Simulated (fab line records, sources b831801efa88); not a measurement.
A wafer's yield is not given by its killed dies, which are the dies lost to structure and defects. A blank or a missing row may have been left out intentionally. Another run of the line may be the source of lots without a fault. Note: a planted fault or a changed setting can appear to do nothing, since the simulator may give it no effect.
What tool caused it? || flow gf180mcu || 37 wafers from 13 lots sampled at 2 of the route's 602 steps

== WHAT EACH GAUGE READ, for each wafer ==
GF_M3_RS_MEAS_05: the measuring method here is four-point-probe.
{"lot": "L361", "measured": "day 20 17:13", "on": "filmMetro-02", "M3_ALCU_RS (ohm/sq)": "0.0691 0.0681 0.0689"}
{"lot": "L362", "measured": "day 20 18:35", "on": "filmMetro-01", "M3_ALCU_RS (ohm/sq)": "0.0684 0.0687 0.0696"}
{"lot": "L363", "measured": "day 21 09:35", "on": "filmMetro-02", "M3_ALCU_RS (ohm/sq)": "0.0682 0.0693 0.0684"}
{"lot": "L364", "measured": "day 21 20:39", "on": "filmMetro-03", "M3_ALCU_RS (ohm/sq)": "0.0694 0.0703 0.0693"}
{"lot": "L365", "measured": "day 22 02:06", "on": "filmMetro-01", "M3_ALCU_RS (ohm/sq)": "0.0696 0.0697 0.0705"}
{"lot": "L366", "measured": "day 22 02:43", "on": "filmMetro-02", "M3_ALCU_RS (ohm/sq)": "0.0701 0.0699 0.0692"}
{"lot": "L367", "measured": "day 22 17:16", "on": "filmMetro-01", "M3_ALCU_RS (ohm/sq)": "0.0709 0.0701 0.0705"}
{"lot": "L368", "measured": "day 23 00:32", "on": "filmMetro-02", "M3_ALCU_RS (ohm/sq)": "0.0695 0.0703 0.0704"}
{"lot": "L369", "measured": "day 23 08:59", "on": "filmMetro-01", "M3_ALCU_RS (ohm/sq)": "0.0703 0.0689 0.0684"}
{"lot": "L375", "measured": "day 25 10:07", "on": "filmMetro-02", "M3_ALCU_RS (ohm/sq)": "0.0701 0.0706 0.0708"}
{"lot": "L377", "measured": "day 25 23:32", "on": "filmMetro-03", "M3_ALCU_RS (ohm/sq)": "0.0713 0.0705"}
{"lot": "L378", "measured": "day 26 07:50", "on": "filmMetro-03", "M3_ALCU_RS (ohm/sq)": "0.0705 0.0702"}
{"lot": "L383", "measured": "day 27 16:50", "on": "filmMetro-02", "M3_ALCU_RS (ohm/sq)": "0.0699 0.0695 0.0688"}

GF_M3_OVL_MEAS_15.
{"lot": "L361", "measured": "day 21 17:24", "on": "overlay-02", "M3_OVL (nm)": "5 -6 -8"}
{"lot": "L362", "measured": "day 21 18:42", "on": "overlay-02", "M3_OVL (nm)": "0 10 -6"}
{"lot": "L363", "measured": "day 22 08:53", "on": "overlay-01", "M3_OVL (nm)": "-1 -5 -2"}
{"lot": "L364", "measured": "day 22 19:46", "on": "overlay-02", "M3_OVL (nm)": "2 -6 -6"}
{"lot": "L365", "measured": "day 23 00:49", "on": "overlay-01", "M3_OVL (nm)": "11 10 -3"}
{"lot": "L366", "measured": "day 23 01:59", "on": "overlay-01", "M3_OVL (nm)": "-15 -15 -5"}
{"lot": "L367", "measured": "day 23 15:54", "on": "overlay-02", "M3_OVL (nm)": "-12 -13 -3"}
{"lot": "L368", "measured": "day 23 22:35", "on": "overlay-02", "M3_OVL (nm)": "-12 -14 -4"}
{"lot": "L369", "measured": "day 24 06:16", "on": "overlay-02", "M3_OVL (nm)": "-4 -1 3"}
{"lot": "L375", "measured": "day 26 06:57", "on": "overlay-02", "M3_OVL (nm)": "-5 -13 -7"}
{"lot": "L377", "measured": "day 26 20:24", "on": "overlay-01", "M3_OVL (nm)": "-6 3"}
{"lot": "L378", "measured": "day 27 04:06", "on": "overlay-02", "M3_OVL (nm)": "-5 -10"}
{"lot": "L383", "measured": "day 28 12:31", "on": "overlay-02", "M3_OVL (nm)": "0 -5 -2"}

== TOOL THAT RAN EACH LOT (tool first, then ch and the chambers of the sampled wafers, then the start) ==
There is no process step in the record ahead of these readings.

== AS READ BY THE TOOLS THEMSELVES (means over the sampled wafers that have a number; for cases with no such wafer, the mark the record gives instead) ==
The record holds no such reading with a usual standard deviation.

== THE ANSWER, worked out from the rows above alone ==
Rule: usual is defined by the lots themselves. Put in order of their means at a reading, lots are off if they are a third of the lots or fewer, leave a main group of 4 or more, and stand apart from it by a gap of 3 or more times the standard deviation of the main group's means; of several such gaps the widest counts. Not used: any main group whose means are identical at the precision the tables above print for the reading. Also off: a lot with no number at a reading for which 4 or more lots have one. All remaining lots with rows at the step are treated as sound. After the gauges, taken in route order, come the tools' own readings; for these a lot's mean is taken, as printed above. At the first step where some lot is off, the reading lying furthest off is the one used; lots without a number count as furthest.
Nothing can be told from this: no lot is off at any reading shown.

== WHAT HAD BEEN PUT IN BY THE SIMULATOR ==
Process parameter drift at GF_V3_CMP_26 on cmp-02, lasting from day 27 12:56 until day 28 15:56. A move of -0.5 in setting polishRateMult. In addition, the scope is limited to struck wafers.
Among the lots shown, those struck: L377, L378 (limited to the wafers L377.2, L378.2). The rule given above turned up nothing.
